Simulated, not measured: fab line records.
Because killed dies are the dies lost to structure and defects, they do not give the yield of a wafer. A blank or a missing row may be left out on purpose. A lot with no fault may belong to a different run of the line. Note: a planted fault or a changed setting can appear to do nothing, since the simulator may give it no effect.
fab line records    flow sky130
record lots=13  wafers=39  last_day=50
route steps=708 shown NWELL@68 VT_ADJUST_LVTN@105 VT_ADJUST_PCH@153 PAD_OPEN@708
lots untouched by any fault: they come from a run of this same line in which no faults occurred
start_h: the number of hours between the record's first day and the start of the first shown wafer of the lot    wait_h: hours elapsed since this lot's preceding step    " unchanged from the row above    L1.1+2: one row covering several wafers at once    - either no value or no given start    * or withheld: withheld    < > ~ a bound
route shown NAME@n: NAME is a module with steps in the file, n the number in the route of the first one    usual: mean and standard deviation over wafers with no fault    same: alike in all rows    chamber/n: place in a boat    sites: per-site readings    _std_site: their standard deviation    _edge_site: inner sites' mean taken away from outer sites' mean    radius_mm: how far each site lies from the wafer's centre    mask NAME#n: copy n    behind: the most recent tool/chamber to have shaped the wafer    hold: reason for holding the lot/hours on hold/outcome of the hold    device: whichever transistor did not switch (one of n, p or np)    end of line: the route-end tests of the same wafers    a step without rows: its recipe alone    killed: at the first sort, the dies lost to defects and structure; wafer yield is something else    map: shows each die of a wafer: x if killed, . if not, _ if none is there
set.NAME: setting as actually run; set.NAME@STEP: the setting as run at that earlier step    model.NAME: the simulator's own value behind a step, which no gauge read
one table for each step of the route and one row for each wafer, over a sample of lots
services: from which hour (start_h, from the record's first day; less than 0 if before it) a tool's chamber was out of use, for how many hours, and why
## steps
# step SKY_NWELL_TW_MEAS_15
# usual NWELL_TW=1828/20
lot.wafer  tool           chamber  start_h  wait_h  NWELL_TW
L662.3     film_metro-01  -        91.55    0.1     1815
L662.4     "              -        "        "       1820
L662.5     "              -        "        "       1816
L663.3     film_metro-02  -        99.46    0.1     1819
L663.4     "              -        "        "       1815
L663.6     "              -        "        "       1811
L664.1     film_metro-02  -        103.62   0.1     1811
L664.4     "              -        "        "       1803
L664.6     "              -        "        "       1804
L665.2     film_metro-02  -        110.53   0.1     1812
L665.4     "              -        "        "       1814
L665.6     "              -        "        "       1811
L668.1     film_metro-02  -        127.34   0.1     1808
L668.2     "              -        "        "       1806
L668.6     "              -        "        "       1805
L669.1     film_metro-01  -        132.84   0.1     1854
L669.4     "              -        "        "       1850
L669.6     "              -        "        "       1846
L672.2     film_metro-03  -        147.53   0.1     1840
L672.4     "              -        "        "       1851
L672.5     "              -        "        "       1851
L679.1     film_metro-02  -        194.47   0.1     1817
L679.3     "              -        "        "       1816
L679.5     "              -        "        "       1810
L680.2     film_metro-01  -        198.50   0.1     1841
L680.3     "              -        "        "       1846
L680.5     "              -        "        "       1843
L681.1     film_metro-02  -        204.87   0.1     1817
L681.2     "              -        "        "       1820
L681.4     "              -        "        "       1821
L682.4     film_metro-01  -        213.85   0.1     1855
L682.5     "              -        "        "       1851
L682.6     "              -        "        "       1849
L683.2     film_metro-03  -        219.03   0.1     1855
L683.4     "              -        "        "       1852
L683.6     "              -        "        "       1852
L684.1     film_metro-02  -        228.04   0.1     1798
L684.4     "              -        "        "       1813
L684.5     "              -        "        "       1804
# step SKY_NWELL_TW_MEAS_26
# usual NWELL_2_TW=500/5.8
lot.wafer  tool           chamber  start_h  wait_h  NWELL_2_TW
L662.3     film_metro-02  -        109.30   0.1     493
L662.4     "              -        "        "       494
L662.5     "              -        "        "       493
L663.3     film_metro-02  -        117.46   0.1     495
L663.4     "              -        "        "       496
L663.6     "              -        "        "       493
L664.1     film_metro-01  -        120.94   0.1     504
L664.4     "              -        "        "       505
L664.6     "              -        "        "       506
L665.2     film_metro-02  -        128.34   0.1     493
L665.4     "              -        "        "       495
L665.6     "              -        "        "       494
L668.1     film_metro-01  -        146.38   0.1     507
L668.2     "              -        "        "       506
L668.6     "              -        "        "       507
L669.1     film_metro-03  -        152.13   0.1     505
L669.4     "              -        "        "       507
L669.6     "              -        "        "       506
L672.2     film_metro-02  -        167.14   0.1     495
L672.4     "              -        "        "       490
L672.5     "              -        "        "       493
L679.1     film_metro-03  -        216.32   0.1     504
L679.3     "              -        "        "       504
L679.5     "              -        "        "       506
L680.2     film_metro-02  -        220.84   0.1     494
L680.3     "              -        "        "       495
L680.5     "              -        "        "       495
L681.1     film_metro-03  -        227.48   0.1     504
L681.2     "              -        "        "       503
L681.4     "              -        "        "       503
L682.4     film_metro-02  -        236.35   0.1     494
L682.5     "              -        "        "       491
L682.6     "              -        "        "       490
L683.2     film_metro-03  -        241.24   0.1     504
L683.4     "              -        "        "       503
L683.6     "              -        "        "       506
L684.1     film_metro-01  -        252.14   0.1     507
L684.4     "              -        "        "       507
L684.5     "              -        "        "       507
# step SKY_VT_ADJUST_LVTN_IMPLANT_08
# recipe species=B  energy_kev=30  dose_cm2=1.57e+12  tilt_deg=withheld
# usual dose_ions_cm2=1.5701e+12/1.9e+09  faraday_current_uA=8.87/0.16
lot.wafer  tool          chamber  start_h  wait_h  dose_ions_cm2  faraday_current_uA
L662.3     implanter-02  0        146.53   0.1     1.5674e+12     8.99
L662.4     "             0        "        "       1.5707e+12     8.83
L662.5     "             0        "        "       1.5678e+12     8.97
L663.3     implanter-02  0        155.73   0.1     1.5657e+12     8.57
L663.4     "             0        "        "       1.5669e+12     8.69
L663.6     "             0        "        "       1.5701e+12     8.55
L664.1     implanter-01  0        160.32   0.0     1.5701e+12     8.65
L664.4     "             0        "        "       1.567e+12      8.93
L664.6     "             0        "        "       1.5686e+12     8.89
L665.2     implanter-01  0        167.80   0.0     1.5693e+12     8.91
L665.4     "             0        "        "       1.5732e+12     8.98
L665.6     "             0        "        "       1.5714e+12     8.98
L668.1     implanter-04  0        186.93   0.0     1.5723e+12     8.94
L668.2     "             0        "        "       1.571e+12      8.88
L668.6     "             0        "        "       1.5723e+12     8.70
L669.1     implanter-04  0        193.57   0.0     2.3129e+12     13.12
L669.4     "             0        "        "       2.3071e+12     12.84
L669.6     "             0        "        "       2.3073e+12     12.82
L672.2     implanter-04  0        209.70   0.0     2.3091e+12     13.39
L672.4     "             0        "        "       2.3096e+12     13.06
L672.5     "             0        "        "       2.3046e+12     13.04
L679.1     implanter-01  0        263.48   0.0     1.5711e+12     8.60
L679.3     "             0        "        "       1.5725e+12     8.93
L679.5     "             0        "        "       1.5701e+12     8.61
L680.2     implanter-02  0        268.15   0.0     1.5724e+12     8.85
L680.3     "             0        "        "       1.5715e+12     8.76
L680.5     "             0        "        "       1.5751e+12     8.87
L681.1     implanter-01  0        275.17   0.0     1.5712e+12     9.09
L681.2     "             0        "        "       1.5703e+12     8.93
L681.4     "             0        "        "       1.5723e+12     8.91
L682.4     implanter-04  0        285.50   0.1     1.5732e+12     9.00
L682.5     "             0        "        "       1.5723e+12     9.05
L682.6     "             0        "        "       1.5712e+12     8.75
L683.2     implanter-04  0        290.99   0.0     1.5716e+12     8.74
L683.4     "             0        "        "       1.572e+12      9.05
L683.6     "             0        "        "       1.5742e+12     8.82
L684.1     implanter-02  0        303.07   0.0     1.57e+12       8.84
L684.4     "             0        "        "       1.5715e+12     9.02
L684.5     "             0        "        "       1.568e+12      8.88
# step SKY_VT_ADJUST_LVTN_TW_MEAS_10
# usual VT_ADJUST_LVTN_TW=243.5/2.3
lot.wafer  tool           chamber  start_h  wait_h  VT_ADJUST_LVTN_TW
L662.3     film_metro-03  -        146.75   0.1     245.5
L662.4     "              -        "        "       245.0
L662.5     "              -        "        "       246.5
L663.3     film_metro-04  -        155.95   0.1     241.8
L663.4     "              -        "        "       242.9
L663.6     "              -        "        "       242.5
L664.1     film_metro-01  -        160.57   0.1     247.0
L664.4     "              -        "        "       246.9
L664.6     "              -        "        "       245.7
L665.2     film_metro-03  -        168.03   0.1     245.8
L665.4     "              -        "        "       245.5
L665.6     "              -        "        "       245.7
L668.1     film_metro-03  -        187.18   0.1     246.4
L668.2     "              -        "        "       246.3
L668.6     "              -        "        "       247.5
L669.1     film_metro-03  -        193.82   0.1     275.0
L669.4     "              -        "        "       273.6
L669.6     "              -        "        "       274.6
L672.2     film_metro-03  -        209.93   0.1     275.4
L672.4     "              -        "        "       272.5
L672.5     "              -        "        "       275.8
L679.1     film_metro-03  -        263.73   0.1     245.1
L679.3     "              -        "        "       245.6
L679.5     "              -        "        "       246.0
L680.2     film_metro-04  -        268.38   0.1     240.6
L680.3     "              -        "        "       240.1
L680.5     "              -        "        "       241.3
L681.1     film_metro-04  -        275.42   0.1     241.5
L681.2     "              -        "        "       241.9
L681.4     "              -        "        "       241.2
L682.4     film_metro-03  -        285.70   0.1     243.5
L682.5     "              -        "        "       243.3
L682.6     "              -        "        "       244.9
L683.2     film_metro-04  -        291.23   0.1     241.2
L683.4     "              -        "        "       240.6
L683.6     "              -        "        "       240.9
L684.1     film_metro-03  -        303.32   0.1     245.4
L684.4     "              -        "        "       245.8
L684.5     "              -        "        "       246.2
# step SKY_VT_ADJUST_PCH_TW_MEAS_10
# usual VT_ADJUST_PCH_TW=143.0/1.3
lot.wafer  tool           chamber  start_h  wait_h  VT_ADJUST_PCH_TW
L662.3     film_metro-04  -        230.66   0.1     143.4
L662.4     "              -        "        "       142.1
L662.5     "              -        "        "       142.2
L663.3     film_metro-03  -        242.89   0.1     144.5
L663.4     "              -        "        "       145.9
L663.6     "              -        "        "       144.1
L664.1     film_metro-02  -        246.64   0.1     142.7
L664.4     "              -        "        "       142.0
L664.6     "              -        "        "       141.9
L665.2     film_metro-03  -        257.53   0.1     144.8
L665.4     "              -        "        "       144.6
L665.6     "              -        "        "       144.9
L668.1     film_metro-04  -        279.27   0.1     143.4
L668.2     "              -        "        "       143.1
L668.6     "              -        "        "       143.3
L669.1     film_metro-04  -        286.52   0.1     143.9
L669.4     "              -        "        "       143.7
L669.6     "              -        "        "       142.5
L672.2     film_metro-04  -        305.75   0.1     142.2
L672.4     "              -        "        "       143.5
L672.5     "              -        "        "       141.2
L679.1     film_metro-04  -        368.84   0.1     144.1
L679.3     "              -        "        "       142.6
L679.5     "              -        "        "       142.3
L680.2     film_metro-02  -        374.78   0.1     142.0
L680.3     "              -        "        "       141.8
L680.5     "              -        "        "       141.6
L681.1     film_metro-02  -        381.92   0.1     142.0
L681.2     "              -        "        "       141.7
L681.4     "              -        "        "       141.9
L682.4     film_metro-03  -        392.50   0.1     145.7
L682.5     "              -        "        "       145.9
L682.6     "              -        "        "       146.5
L683.2     film_metro-03  -        400.10   0.1     145.6
L683.4     "              -        "        "       145.6
L683.6     "              -        "        "       145.7
L684.1     film_metro-02  -        413.87   0.1     142.4
L684.4     "              -        "        "       141.5
L684.5     "              -        "        "       142.5
# step SKY_PAD_OPEN_PROBE_99
# usual killed_at_M0_to_M3=44/7  killed_at_M4_up=3.2/1.8  killed_at_contacts=24/5.1  killed_at_front_end=15/4.3  killed_at_other=0.3/0.5  killed_dies=86/9.6  killed_open=48/7.1  killed_short=38/6.7
# same gross_dies=492  killed_at_back_side=0
lot.wafer  tool       chamber  start_h  wait_h  killed_at_M0_to_M3  killed_at_M4_up  killed_at_contacts  killed_at_front_end  killed_at_other  killed_dies  killed_open  killed_short
L672.2     prober-02  -        1137.35  0.1     40                  3                18                  17                   0                78           44           34
L672.4     prober-02  -        1137.45  0.2     40                  3                19                  6                    0                68           39           29
L672.5     prober-02  -        1137.50  0.2     39                  2                23                  16                   0                80           46           34
# killed by level:class
L672.2 CONTACT:geometric_particle:open=10 VIA1:geometric_particle:open=8 VIA2:geometric_particle:open=6 VIA3:geometric_particle:open=6 FIELD_ISO:geometric_particle:short=5 METAL1:geometric_particle:short=5 POLY_GATE:geometric_particle:short=4 METAL2:geometric_particle:short=4
L672.4 VIA1:geometric_particle:open=9 LI_CONTACT:geometric_particle:open=9 VIA1:geometric_particle:short=7 METAL1:geometric_particle:short=7 CONTACT:geometric_particle:open=6 METAL2:geometric_particle:short=4 VIA2:geometric_particle:open=4 CONTACT:geometric_particle:short=3
L672.5 VIA3:geometric_particle:open=8 CONTACT:geometric_particle:open=8 VIA1:geometric_particle:open=8 LI_CONTACT:geometric_particle:open=7 METAL1:geometric_particle:short=6 VIA2:geometric_particle:short=5 METAL2:geometric_particle:short=5 FIELD_ISO:geometric_particle:open=4
## services
tool          chamber  start_h  hours  kind
implanter-04  -        145.82   4.1    pm
implanter-02  -        167.25   2.6    repair
implanter-04  -        177.65   4.5    repair
implanter-02  -        189.76   1.4    repair
implanter-01  -        233.02   1.0    repair
implanter-01  -        244.54   4.0    pm
implanter-02  -        254.29   0.6    repair
implanter-04  -        258.09   13.9   repair
implanter-02  -        287.17   2.7    pm
## key
first_sign step=SKY_VT_ADJUST_LVTN_IMPLANT_08  reading=dose_ions_cm2  direction=up  sigmas=99+  usual=*  struck=*
effect step=SKY_VT_ADJUST_LVTN_IMPLANT_08  reading=faraday_current_uA  direction=up  sigmas=26  usual=8.87  struck=13.05
effect step=SKY_VT_ADJUST_LVTN_TW_MEAS_10  reading=VT_ADJUST_LVTN_TW  direction=up  sigmas=13  usual=243.5  struck=274.5
met_at SKY_VT_ADJUST_LVTN_IMPLANT_08
struck_lots L669,L672
tester_left_out L669,L672
not_acting_at SKY_NWELL_TW_MEAS_15,SKY_NWELL_TW_MEAS_26,SKY_VT_ADJUST_PCH_TW_MEAS_10
onset_between 186.93 193.57
fault kind=process_parameter_drift  tool=implanter-04  chamber=-  onset_h=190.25  steps=SKY_VT_ADJUST_LVTN_IMPLANT_08  channel=dose_cm2  offset=*  shape=step  end_h=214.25  acts_in=*  stated=*
# tester_left_out: of these lots the tester's yield and bins aren't shown, on N5 and GAA mostly nor the transistor test; their killed dies are dies lost to structure and defects alone, not to doping, threshold or leakage, so they don't give the yield
